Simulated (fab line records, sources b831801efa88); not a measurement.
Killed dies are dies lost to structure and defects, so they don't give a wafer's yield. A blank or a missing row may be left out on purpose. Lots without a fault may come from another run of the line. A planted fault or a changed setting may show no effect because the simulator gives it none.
A struck lot beside a sound one | flow gf180mcu | 15 steps out of a route of 602
Sound: wafers L457.1, L457.4, L457.6. Struck: wafer L462.1. (L462.2, L462.3 of the same lot were not struck and are left out.) The cause comes at the end.
At each step with rows: each side's tool, then ch and its chambers, then its first start. Under that, the readings that differ: sound wafers | struck wafers | difference of the means | sigmas: that difference in standard deviations of wafers without a fault.
alike: readings whose means differ by less than 2 such deviations, and words and numbers that are the same on both sides. not compared: withheld readings, readings that some wafer has no value for, bounds like >300 that may hide the same value, and numbers for which the record gives no deviation and whose values overlap.
The two part at a step that has a row with sigmas, a row that says differs or no value, or rows on one side only. Numbers that don't overlap but have no deviation are shown without sigmas and don't part them. A reading that every wafer of one side lacks parts them only if that side has two wafers or more.

GF_V2_ETCH_16: etches BARC in N2/H2.
  sound on rie_diel-02 ch 1,2,3, day 21 17:56; struck on rie_diel-02 ch 3, day 23 12:52
  alike: chamber_pressure_mTorr, drypump_motor_current_A, oes_product_au, throttle_valve_pct
GF_V2_ETCH_17: etches SiO2 in C4F8/O2/Ar, stops on TiN, target depth 630 nm.
  sound on rie_diel-02 ch 1,2,3; struck on rie_diel-02 ch 3
  alike: chamber_pressure_mTorr, oes_product_au
then, 3 steps without rows for these wafers: GF_V2_STRIP_18 (strips in O2/N2); GF_V2_STRIP_19 (strips in post etch residue remover, time 1200 s); GF_V2_CLEAN_20 (cleans in DIW).
GF_V2_SPUTTER_21: material Ti, target thk 15 nm, time 80.02 s.
  sound on pvd_sputter-02, day 21 18:36; struck on pvd_sputter-01, day 23 13:32
  alike: cathode_dc_power_W, throttle_valve_pct
then, 1 step without rows for these wafers: GF_V2_SPUTTER_22 (material TiN, target thk 10 nm, time 40 s).
GF_V2_CVD_23: deposits W, target thk 350 nm, time 104.94 s.
  sound on cvd_w-02 ch 0, day 21 18:42; struck on cvd_w-01 ch 0, day 23 13:38
  reading                      | sound             | struck | difference | sigmas
  chamber_pressure_Torr (Torr) | 40.06 40.07 39.98 | 39.84  | -0.20      | -2
  alike: heater_power_w
GF_V2_RS_MEAS_24: measures by four-point-probe.
  sound on film_metro-02, day 21 18:49; struck on film_metro-04, day 23 13:45
  alike: V2_W_RS
GF_V2_THK_MEAS_25: measures by xrf.
  sound on film_metro-02, day 21 18:56; struck on film_metro-04, day 23 13:52
  alike: V2_W_THK
then, 1 step without rows for these wafers: GF_V2_CMP_26 (polishes, stops on SiO2, t overpolish 15 s, target thk 0 nm).
GF_M3_SPUTTER_00: material Ti, target thk 37.5 nm, time 150 s.
  sound on pvd_sputter-01, day 21 19:17; struck on pvd_sputter-02, day 23 14:14
  reading                | sound          | struck | difference | sigmas
  throttle_valve_pct (%) | 29.2 30.8 29.4 | 27.4   | -2.4       | -2
  alike: cathode_dc_power_W
GF_M3_SPUTTER_01: material TiN, target thk 30 nm, time 25 s.
  sound on pvd_sputter-01, day 21 19:23; struck on pvd_sputter-02, day 23 14:20
  reading                                | sound             | struck | difference | sigmas
  model.TiN_of_M3_SPUTTER_01.thk_nm (nm) | 30.21 29.93 30.31 | 38.41  | +8.26      |
  alike: cathode_dc_power_W, throttle_valve_pct
then, 2 steps without rows for these wafers: GF_M3_SPUTTER_02 (material AlCu, target thk 450 nm, time 23.9 s); GF_PASSIVATION_PROBE_99.

WHERE THEY PART
First at GF_V2_CVD_23; last, within this record, at GF_M3_SPUTTER_00. Later steps at which nothing parts them and some readings are alike: GF_M3_SPUTTER_01.

WHY: what the simulator had put in
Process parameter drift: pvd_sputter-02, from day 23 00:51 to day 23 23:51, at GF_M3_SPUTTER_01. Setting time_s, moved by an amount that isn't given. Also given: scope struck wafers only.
